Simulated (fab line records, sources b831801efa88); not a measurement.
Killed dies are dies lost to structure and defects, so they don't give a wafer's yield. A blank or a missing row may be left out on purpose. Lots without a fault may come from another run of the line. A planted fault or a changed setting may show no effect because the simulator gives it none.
Tool commonality check | flow gf180mcu | 11 lots, 33 wafers sampled

WHY IT WAS OPENED
At GF_PSD_RS_MEAS_14 the reading NSD_RS is flagged on 2 of 11 lots. Wafers without a fault read 46.15 ohm/sq, standard deviation 0.083.
Rule: a lot is flagged when every wafer of it that has a number lies more than 4 standard deviations from that mean, or none has a number. The other lots count as sound.

lot  | measured     | on            | NSD_RS (ohm/sq), wafer by wafer | flag
L104 | day 14 04:34 | film_metro-03 | 46.07 46.19 46.05               |
L106 | day 14 19:59 | film_metro-01 | 46.22 46.27 46.16               |
L108 | day 15 12:31 | film_metro-01 | 46.20 46.19 46.12               |
L110 | day 16 02:52 | film_metro-01 | 46.20 46.25 46.16               |
L112 | day 16 18:08 | film_metro-01 | 46.25 46.28 46.19               |
L113 | day 17 08:15 | film_metro-01 | 46.04 46.12 46.18               |
L115 | day 18 01:07 | film_metro-03 | 46.23 46.00 46.19               |
L120 | day 19 23:36 | film_metro-01 | 46.24 46.17 45.98               |
L121 | day 20 02:37 | film_metro-04 | 47.54 47.54 47.60               | FLAGGED
L124 | day 21 09:15 | film_metro-03 | 47.47 47.35 47.42               | FLAGGED
L126 | day 22 10:37 | film_metro-04 | 46.09 46.20 46.26               |
The numbers of the flagged lots are 47.49 ohm/sq on average: +1.34 ohm/sq against the usual, or +16 standard deviations.

WHICH TOOL RAN EACH LOT
The record holds 3 process steps before the reading, out of a route of 602 steps. In each cell: the tool, then ch and the chambers that the sampled wafers went through, then the start.
lot  | flag    | GF_HV_LDD_STRIP_22                   | GF_NSD_IMPLANT_10               | GF_NSD_STRIP_11
L104 |         | plasma_asher-03 ch 0,1, day 10 18:02 | implanter-01 ch 0, day 13 07:44 | plasma_asher-04 ch 0,1, day 13 07:52
L106 |         | plasma_asher-03 ch 0,1, day 11 07:13 | implanter-01 ch 0, day 13 22:38 | plasma_asher-04 ch 0,1, day 13 22:46
L108 |         | plasma_asher-01 ch 0,1, day 11 22:40 | implanter-03 ch 0, day 14 14:47 | plasma_asher-01 ch 0,1, day 14 14:55
L110 |         | plasma_asher-04 ch 0,1, day 12 12:28 | implanter-01 ch 0, day 15 04:52 | plasma_asher-02 ch 0,1, day 15 05:01
L112 |         | plasma_asher-01 ch 0, day 13 01:16   | implanter-03 ch 0, day 15 19:24 | plasma_asher-02 ch 0, day 15 19:31
L113 |         | plasma_asher-01 ch 1, day 13 13:34   | implanter-01 ch 0, day 16 08:59 | plasma_asher-04 ch 0,1, day 16 09:08
L115 |         | plasma_asher-04 ch 0,1, day 14 05:11 | implanter-01 ch 0, day 17 01:37 | plasma_asher-04 ch 0,1, day 17 01:46
L120 |         | plasma_asher-01 ch 0,1, day 15 20:46 | implanter-03 ch 0, day 18 22:14 | plasma_asher-02 ch 0,1, day 18 22:23
L121 | FLAGGED | plasma_asher-04 ch 0,1, day 16 01:13 | implanter-03 ch 0, day 19 01:41 | plasma_asher-02 ch 0,1, day 19 01:50
L124 | FLAGGED | plasma_asher-03 ch 0,1, day 17 05:28 | implanter-03 ch 0, day 20 09:13 | plasma_asher-01 ch 0,1, day 20 09:22
L126 |         | plasma_asher-01 ch 0,1, day 18 06:49 | implanter-04 ch 0, day 21 10:19 | plasma_asher-04 ch 0,1, day 21 10:28
What these steps do:
- GF_HV_LDD_STRIP_22: strips in O2/N2.
- GF_NSD_IMPLANT_10
- GF_NSD_STRIP_11: strips in O2/N2.
- GF_PSD_RS_MEAS_14: measures by four-point-probe.

FLAGGED OVER TOTAL, TOOL BY TOOL (the gauges that took the reading come last)
step               | tool            | lots run | flagged | share of the flagged lots | sound lots run after its first flagged lot
GF_HV_LDD_STRIP_22 | plasma_asher-01 | 5        | 0       | none                      | -
GF_HV_LDD_STRIP_22 | plasma_asher-03 | 3        | 1       | some                      | 0
GF_HV_LDD_STRIP_22 | plasma_asher-04 | 3        | 1       | some                      | 0
GF_NSD_IMPLANT_10  | implanter-01    | 5        | 0       | none                      | -
GF_NSD_IMPLANT_10  | implanter-03    | 5        | 2       | all                       | 0
GF_NSD_IMPLANT_10  | implanter-04    | 1        | 0       | none                      | -
GF_NSD_STRIP_11    | plasma_asher-01 | 2        | 1       | some                      | 0
GF_NSD_STRIP_11    | plasma_asher-02 | 4        | 1       | some                      | 0
GF_NSD_STRIP_11    | plasma_asher-04 | 5        | 0       | none                      | -
GF_PSD_RS_MEAS_14  | film_metro-01   | 6        | 0       | none                      | -
GF_PSD_RS_MEAS_14  | film_metro-03   | 3        | 1       | some                      | 0
GF_PSD_RS_MEAS_14  | film_metro-04   | 2        | 1       | some                      | 1 (L126)

WHAT THE TABLE ALLOWS
1 row of the table ran every flagged lot: implanter-03 at GF_NSD_IMPLANT_10.
- implanter-03 at GF_NSD_IMPLANT_10: 2 of its 5 lots flagged. Its last sound lot is L120 (day 18 22:14), its first flagged lot L121 (day 19 01:41): a fault that began between those two fits. Its own readings lie more than 4 standard deviations out on every wafer of the flagged lots: beam_on_s, faraday_current_uA.
One tool is left: implanter-03 at GF_NSD_IMPLANT_10.

WHAT THE SIMULATOR HAD PUT IN
Process parameter drift: implanter-03, from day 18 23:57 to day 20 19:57, at GF_NSD_IMPLANT_10. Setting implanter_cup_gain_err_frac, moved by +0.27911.
Lots struck among those shown: L121, L124. The rule above found the same.
